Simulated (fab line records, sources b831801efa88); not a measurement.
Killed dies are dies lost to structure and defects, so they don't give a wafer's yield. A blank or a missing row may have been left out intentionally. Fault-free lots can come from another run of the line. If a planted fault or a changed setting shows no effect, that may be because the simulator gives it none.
Chamber matching || flow gf180mcu || GF_V5_CVD_02 on pecvd-01: 3 sister chambers
The step deposits SiO2 from TEOS, target thk 1450 nm, time 163.28 s. 22 wafers are shown with their chamber, then 11 later ones without.

WAFERS WITH THEIR CHAMBER
{"wafer": "L074.2", "chamber": 0, "heater_power_w (W)": 742, "susceptor_temp_C (C)": 400.23}
{"wafer": "L074.5", "chamber": 1, "heater_power_w (W)": 803, "susceptor_temp_C (C)": 400.24}
{"wafer": "L074.6", "chamber": 2, "heater_power_w (W)": 623, "susceptor_temp_C (C)": 399.97}
{"wafer": "L077.1", "chamber": 0, "heater_power_w (W)": 813, "susceptor_temp_C (C)": 400.28}
{"wafer": "L077.3", "chamber": 1, "heater_power_w (W)": 821, "susceptor_temp_C (C)": 399.65}
{"wafer": "L077.6", "chamber": 1, "heater_power_w (W)": 698, "susceptor_temp_C (C)": 399.70}
{"wafer": "L082.1", "chamber": 2, "heater_power_w (W)": 703, "susceptor_temp_C (C)": 400.24}
{"wafer": "L082.2", "chamber": 0, "heater_power_w (W)": 813, "susceptor_temp_C (C)": 400.01}
{"wafer": "L082.6", "chamber": 1, "heater_power_w (W)": 682, "susceptor_temp_C (C)": 399.97}
{"wafer": "L083.2", "chamber": 0, "heater_power_w (W)": 776, "susceptor_temp_C (C)": 400.21}
{"wafer": "L083.4", "chamber": 0, "heater_power_w (W)": 844, "susceptor_temp_C (C)": 400.22}
{"wafer": "L083.5", "chamber": 2, "heater_power_w (W)": 610, "susceptor_temp_C (C)": 399.84}
{"wafer": "L084.1", "chamber": 0, "heater_power_w (W)": 723, "susceptor_temp_C (C)": 399.78}
{"wafer": "L084.4", "chamber": 2, "heater_power_w (W)": 615, "susceptor_temp_C (C)": 400.26}
{"wafer": "L084.6", "chamber": 0, "heater_power_w (W)": 830, "susceptor_temp_C (C)": 400.21}
{"wafer": "L089.3", "chamber": 1, "heater_power_w (W)": 698, "susceptor_temp_C (C)": 400.16}
{"wafer": "L089.4", "chamber": 0, "heater_power_w (W)": 666, "susceptor_temp_C (C)": 399.71}
{"wafer": "L089.6", "chamber": 1, "heater_power_w (W)": 786, "susceptor_temp_C (C)": 400.14}
{"wafer": "L090.1", "chamber": 1, "heater_power_w (W)": 720, "susceptor_temp_C (C)": 400.04}
{"wafer": "L090.2", "chamber": 0, "heater_power_w (W)": 705, "susceptor_temp_C (C)": 400.01}
{"wafer": "L090.4", "chamber": 0, "heater_power_w (W)": 819, "susceptor_temp_C (C)": 399.90}
{"wafer": "L091.2", "chamber": 0, "heater_power_w (W)": 842, "susceptor_temp_C (C)": 399.44}

SIGNATURES (means of the wafers above)
{"reading": "heater_power_w", "chamber 0": 779.36, "chamber 1": 744.00, "chamber 2": 637.75, "scatter within a chamber": 57.6}
{"reading": "susceptor_temp_C", "chamber 0": 400.0000, "chamber 1": 399.9857, "chamber 2": 400.0775, "scatter within a chamber": 0.248}
Rule: for each reading, subtract the chamber's mean from the wafer's reading, divide by that reading's scatter and square the result; add these up over the readings and take the root, which gives the wafer's distance from the chamber. If the next closest chamber is less than 2 further off than the closest, the wafer can't be placed; otherwise it belongs to the closest. The scatter: the root of (the sum of the squares of (reading less its chamber's mean) over the shown wafers, divided by (wafers less chambers)).

WAFERS MISSING THEIR CHAMBER
{"wafer": "L091.5", "heater_power_w (W)": 791, "susceptor_temp_C (C)": 399.76}
{"wafer": "L091.6", "heater_power_w (W)": 708, "susceptor_temp_C (C)": 400.22}
{"wafer": "L094.1", "heater_power_w (W)": 829, "susceptor_temp_C (C)": 400.09}
{"wafer": "L094.5", "heater_power_w (W)": 799, "susceptor_temp_C (C)": 400.28}
{"wafer": "L094.6", "heater_power_w (W)": 700, "susceptor_temp_C (C)": 400.42}
{"wafer": "L097.2", "heater_power_w (W)": 861, "susceptor_temp_C (C)": 399.61}
{"wafer": "L097.3", "heater_power_w (W)": 814, "susceptor_temp_C (C)": 400.21}
{"wafer": "L097.6", "heater_power_w (W)": 693, "susceptor_temp_C (C)": 399.60}
{"wafer": "L096.3", "heater_power_w (W)": 818, "susceptor_temp_C (C)": 399.92}
{"wafer": "L096.4", "heater_power_w (W)": 677, "susceptor_temp_C (C)": 400.14}
{"wafer": "L096.5", "heater_power_w (W)": 586, "susceptor_temp_C (C)": 400.13}

CHAMBER TAKEN BY EACH
{"wafer": "L091.5", "from the rows above": "can't be placed: 0 or 1 or 2", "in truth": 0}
{"wafer": "L091.6", "from the rows above": "can't be placed: 1 or 2 or 0", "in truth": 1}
{"wafer": "L094.1", "from the rows above": "can't be placed: 0 or 1", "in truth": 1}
{"wafer": "L094.5", "from the rows above": "can't be placed: 0 or 1 or 2", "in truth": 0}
{"wafer": "L094.6", "from the rows above": "can't be placed: 2 or 1 or 0", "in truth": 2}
{"wafer": "L097.2", "from the rows above": "can't be placed: 0 or 1", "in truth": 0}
{"wafer": "L097.3", "from the rows above": "can't be placed: 0 or 1", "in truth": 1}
{"wafer": "L097.6", "from the rows above": "can't be placed: 1 or 2 or 0", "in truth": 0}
{"wafer": "L096.3", "from the rows above": "can't be placed: 0 or 1", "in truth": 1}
{"wafer": "L096.4", "from the rows above": "can't be placed: 2 or 1 or 0", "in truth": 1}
{"wafer": "L096.5", "from the rows above": "can't be placed: 2 or 1", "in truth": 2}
0 of 11 placed correctly. These rows do not allow placing 11 (true chamber among the candidates in 11). Wrongly placed: 0.
